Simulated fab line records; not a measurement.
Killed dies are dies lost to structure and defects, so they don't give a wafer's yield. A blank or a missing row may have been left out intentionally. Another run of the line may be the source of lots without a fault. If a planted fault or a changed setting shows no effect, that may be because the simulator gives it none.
A lot that was struck, set against a sound lot | flow sky130 | 14 steps out of a route of 708
Sound: these wafers, L960.2, L960.3, L960.6. Wafers struck: L966.2, L966.3, L966.5. The cause is given at the end.
Each step with rows lists, per side, the tool, then ch with its chambers, then its first start. Under that, the readings that differ: sound wafers | struck wafers | difference of the means | sigmas: that difference in standard deviations of wafers without a fault.
alike: same words and numbers on both sides, and readings whose means sit less than 2 such deviations apart. not compared: any withheld reading, any reading some wafer has no value for, any bound like >300 that may hide the same value, and any number with overlapping values for which the record gives no deviation.
A row with sigmas, a row that says differs or no value, or rows on one side alone: a step with any of these is where the two part. When numbers do not overlap yet have no deviation, they are printed without sigmas and do not part them. Lack of a reading on every wafer of one side parts them only where that side has two or more wafers.

first, 1 step without rows for these wafers: SKY_VT_ADJUST_NCORE_DEVELOP_06 (develop time 60 s).
SKY_VT_ADJUST_NCORE_CD_MEAS_07: the cd target is 380 nm.
  sound on cd-sem-02 at day 9 12:54; struck on cd-sem-01 at day 11 21:16
  alike: cd-nm
SKY_VT_ADJUST_NCORE_OVL_MEAS_08:
  sound on overlay-02 at day 9 13:01; struck on overlay-01 at day 11 21:23
  alike: VT_ADJUST_NCORE_OVL
following that, these wafers have no rows for 1 step: SKY_VT_ADJUST_NCORE_IMPLANT_09.
SKY_VT_ADJUST_NCORE_STRIP_10: strips in O2/N2.
  sound on plasma-asher-03 ch 0,1, day 9 13:20; struck on plasma-asher-01 ch 0,1, day 11 21:34
  alike: drypump-motor-current-A, oes-product-au, strip-time-to-endpoint-s
  not compared: rf-hours-counter-h
SKY_VT_ADJUST_NCORE_TW_MEAS_11:
  sound on film-metro-01 at day 9 13:27; struck on film-metro-02 at day 11 21:40
  alike: VT_ADJUST_NCORE_TW
then, 6 steps without rows for these wafers: SKY_VT_ADJUST_HVTR_DEHYDRATE_00 (time 60 s); SKY_VT_ADJUST_HVTR_HMDS_01 (prime time 60 s); SKY_VT_ADJUST_HVTR_COAT_02 (resist thk 1140 nm); SKY_VT_ADJUST_HVTR_SOFTBAKE_03 (time 60 s); SKY_VT_ADJUST_HVTR_EXPOSE_04 (exposes mask HVTRM, target cd 380 nm); SKY_VT_ADJUST_HVTR_PEB_05.
SKY_VT_ADJUST_HVTR_DEVELOP_06: develop time 60 s.
  sound on litho-track-02 ch 0, day 10 12:06; struck on litho-track-02, day 12 22:15
  no value came back on the struck wafers for chill-plate-temp-C (C), develop-time-s (s); on the sound wafers chill-plate-temp-C (C) reads 22.92 23.02 22.91
SKY_VT_ADJUST_HVTR_CD_MEAS_07: the cd target is 380 nm.
  sound on cd-sem-01 at day 10 12:15; struck on cd-sem-02 at day 12 22:24
  reading    | sound             | struck | difference                    | sigmas
  cd-nm (nm) | 380.1 381.1 381.8 | - - -  | no value on the struck wafers |

== WHERE THEY PART ==
Last at SKY_VT_ADJUST_HVTR_CD_MEAS_07 as far as this record goes, first at SKY_VT_ADJUST_HVTR_DEVELOP_06.

WHY: what the simulator had put in
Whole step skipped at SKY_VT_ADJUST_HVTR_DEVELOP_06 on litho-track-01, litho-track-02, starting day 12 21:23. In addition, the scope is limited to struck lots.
